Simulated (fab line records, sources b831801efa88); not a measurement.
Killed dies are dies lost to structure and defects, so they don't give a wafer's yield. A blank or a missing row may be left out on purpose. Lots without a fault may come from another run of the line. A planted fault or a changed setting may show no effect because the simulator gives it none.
Which tool did it? | flow sky130 | 11 lots, 33 wafers sampled, at 5 steps of a route of 708

WHAT THE GAUGES READ, wafer by wafer
SKY_VIA2_OVL_MEAS_13.
lot  | measured     | on         | VIA2_OVL (nm)
L456 | day 37 19:21 | overlay-01 | -6 -5 -7
L458 | day 38 00:25 | overlay-01 | 1 -7 0
L457 | day 38 03:12 | overlay-02 | 1 5 3
L460 | day 38 23:48 | overlay-01 | 2 6 3
L462 | day 39 16:49 | overlay-01 | -6 2 5
L467 | day 41 00:05 | overlay-01 | -2 1 2
L468 | day 41 00:27 | overlay-01 | 8 6 1
L465 | day 41 05:28 | overlay-01 | 33 33 41
L469 | day 41 08:21 | overlay-01 | 38 41 33
L473 | day 42 09:37 | overlay-02 | 25 33 31
L475 | day 42 22:03 | overlay-02 | 9 8 9

WHICH TOOL RAN EACH LOT (tool, then ch and the chambers of the sampled wafers, then the start)
lot  | SKY_VIA1_CMP_02               | SKY_VIA1_STRIP_16                    | SKY_METAL2_DESCUM_17              | SKY_VIA2_EXPOSE_09
L456 | cmp-02 ch 0,2,3, day 34 09:29 | plasma_asher-02 ch 0,1, day 35 12:31 | rie_metal-03 ch 0,1, day 36 16:08 | krf_scanner-02 ch 0, day 37 05:50
L458 | cmp-01 ch 0,2,3, day 34 14:44 | plasma_asher-04 ch 0,1, day 35 17:33 | rie_metal-01 ch 0,1, day 36 21:38 | krf_scanner-02 ch 0, day 37 11:58
L457 | cmp-02 ch 0,1,3, day 34 17:58 | plasma_asher-04 ch 0,1, day 35 20:58 | rie_metal-02 ch 0,1, day 36 23:47 | krf_scanner-02 ch 0, day 37 15:04
L460 | cmp-02 ch 0,1,3, day 35 15:50 | plasma_asher-01 ch 0,1, day 36 18:19 | rie_metal-02 ch 0, day 37 20:59   | krf_scanner-02 ch 0, day 38 11:11
L462 | cmp-01 ch 1,2, day 36 09:20   | plasma_asher-02 ch 0,1, day 37 11:54 | rie_metal-03 ch 0,1, day 38 14:42 | krf_scanner-02 ch 0, day 39 04:40
L467 | cmp-01 ch 0,2,3, day 37 17:07 | plasma_asher-02 ch 0,1, day 38 19:07 | rie_metal-02 ch 0,1, day 39 22:20 | krf_scanner-01 ch 0, day 40 11:17
L468 | cmp-02 ch 0,2, day 37 19:40   | plasma_asher-02 ch 0,1, day 38 20:37 | rie_metal-03 ch 0, day 39 23:05   | krf_scanner-02 ch 0, day 40 12:22
L465 | cmp-01 ch 0,1, day 38 00:01   | plasma_asher-04 ch 0,1, day 39 02:22 | rie_metal-02 ch 0,1, day 40 04:35 | krf_scanner-02 ch 0, day 40 17:35
L469 | cmp-01 ch 0,1,2, day 38 03:19 | plasma_asher-02 ch 0,1, day 39 04:31 | rie_metal-03 ch 0,1, day 40 07:02 | krf_scanner-02 ch 0, day 40 20:56
L473 | cmp-02 ch 0,2,3, day 39 06:43 | plasma_asher-01 ch 0,1, day 40 07:51 | rie_metal-01 ch 0,1, day 41 08:56 | krf_scanner-02 ch 0, day 41 22:30
L475 | cmp-02 ch 1,2,3, day 39 19:39 | plasma_asher-01 ch 0,1, day 40 20:44 | rie_metal-01 ch 0,1, day 41 21:35 | krf_scanner-01 ch 0, day 42 10:14
- SKY_VIA1_CMP_02: polishes SiO2.
- SKY_VIA1_STRIP_16: strips in O2/N2.
- SKY_METAL2_DESCUM_17: chemistry O2, time 8 s.
- SKY_VIA2_EXPOSE_09: exposes mask VIM2, target cd 200 nm.

WHAT THE TOOLS THEMSELVES READ (means of the sampled wafers that have a number; where no wafer has one, the mark that the record gives instead)
SKY_VIA1_CMP_02.
lot  | tool   | motor_current_A (A)
L456 | cmp-02 | 12.8
L458 | cmp-01 | 10.7
L457 | cmp-02 | 12.9
L460 | cmp-02 | 12.7
L462 | cmp-01 | 12.6
L467 | cmp-01 | 10.7
L468 | cmp-02 | 13.2
L465 | cmp-01 | 10.4
L469 | cmp-01 | 11.8
L473 | cmp-02 | 12.7
L475 | cmp-02 | 13.5

SKY_VIA1_STRIP_16.
lot  | tool            | drypump_motor_current_A (A) | oes_product_au (a.u.) | strip_time_to_endpoint_s (s)
L456 | plasma_asher-02 | 5.77                        | 0.413                 | 4.454
L458 | plasma_asher-04 | 5.93                        | 0.414                 | 4.483
L457 | plasma_asher-04 | 5.94                        | 0.413                 | 4.452
L460 | plasma_asher-01 | 5.91                        | 0.417                 | 4.449
L462 | plasma_asher-02 | 5.75                        | 0.415                 | 4.463
L467 | plasma_asher-02 | 5.73                        | 0.416                 | 4.444
L468 | plasma_asher-02 | 5.77                        | 0.414                 | 4.444
L465 | plasma_asher-04 | 5.92                        | 0.423                 | 4.456
L469 | plasma_asher-02 | 5.74                        | 0.418                 | 4.458
L473 | plasma_asher-01 | 5.88                        | 0.414                 | 4.464
L475 | plasma_asher-01 | 5.89                        | 0.417                 | 4.459

SKY_METAL2_DESCUM_17.
lot  | tool         | drypump_motor_current_A (A) | oes_product_au (a.u.)
L456 | rie_metal-03 | 5.9                         | 0.999
L458 | rie_metal-01 | 6.0                         | 0.995
L457 | rie_metal-02 | 5.7                         | 0.994
L460 | rie_metal-02 | 5.6                         | 1.004
L462 | rie_metal-03 | 6.0                         | 0.999
L467 | rie_metal-02 | 5.9                         | 1.004
L468 | rie_metal-03 | 5.7                         | 0.998
L465 | rie_metal-02 | 5.7                         | 0.996
L469 | rie_metal-03 | 6.3                         | 1.010
L473 | rie_metal-01 | 6.0                         | 1.002
L475 | rie_metal-01 | 6.1                         | 1.000

SKY_VIA2_EXPOSE_09.
lot  | tool           | focus_offset_nm (nm)
L456 | krf_scanner-02 | 0.3
L458 | krf_scanner-02 | -0.3
L457 | krf_scanner-02 | 0.1
L460 | krf_scanner-02 | 0.6
L462 | krf_scanner-02 | 0.5
L467 | krf_scanner-01 | -0.3
L468 | krf_scanner-02 | -0.3
L465 | krf_scanner-02 | 0.2
L469 | krf_scanner-02 | 0.0
L473 | krf_scanner-02 | 0.6
L475 | krf_scanner-01 | -0.3

THE ANSWER, worked out from the rows above alone
Rule: what is usual is taken from the lots themselves. Put in order of their means at a reading, lots are off if they are a third of the lots or fewer, leave a main group of 4 or more, and stand apart from it by a gap of 3 or more times the standard deviation of the main group's means; of several such gaps the widest counts. A main group whose means are all the same, to the digits that the tables above print for the reading, isn't used. A lot without any number at a reading at which 4 lots or more have one is off too. The other lots that the step has rows for count as sound. The gauges are gone through in route order, then the tools' own readings, and for those a lot's mean is taken as printed above. The first step at which some lot is off is used, and at that step the reading that is off furthest; a lot without a number counts as furthest.
Off: L465, L469, L473, at SKY_VIA2_OVL_MEAS_13 (VIA2_OVL). The main group: mean 2 nm, standard deviation 4.2.
A tool fits if, at a process step before that reading, it ran every lot that is off, and no sound lot after the first of them. The gauges at SKY_VIA2_OVL_MEAS_13 are tried like those tools. One fits: krf_scanner-02 at SKY_VIA2_EXPOSE_09. Its last sound lot is L468 (day 40 12:22), its first lot that is off L465 (day 40 17:35): a fault that began between those two fits.

WHAT THE SIMULATOR HAD PUT IN
Scanner matching overlay: krf_scanner-02, from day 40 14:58 on, at SKY_VIA2_EXPOSE_09. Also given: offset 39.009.
Lots struck among those shown: L465, L469, L473. The rule above found the same.
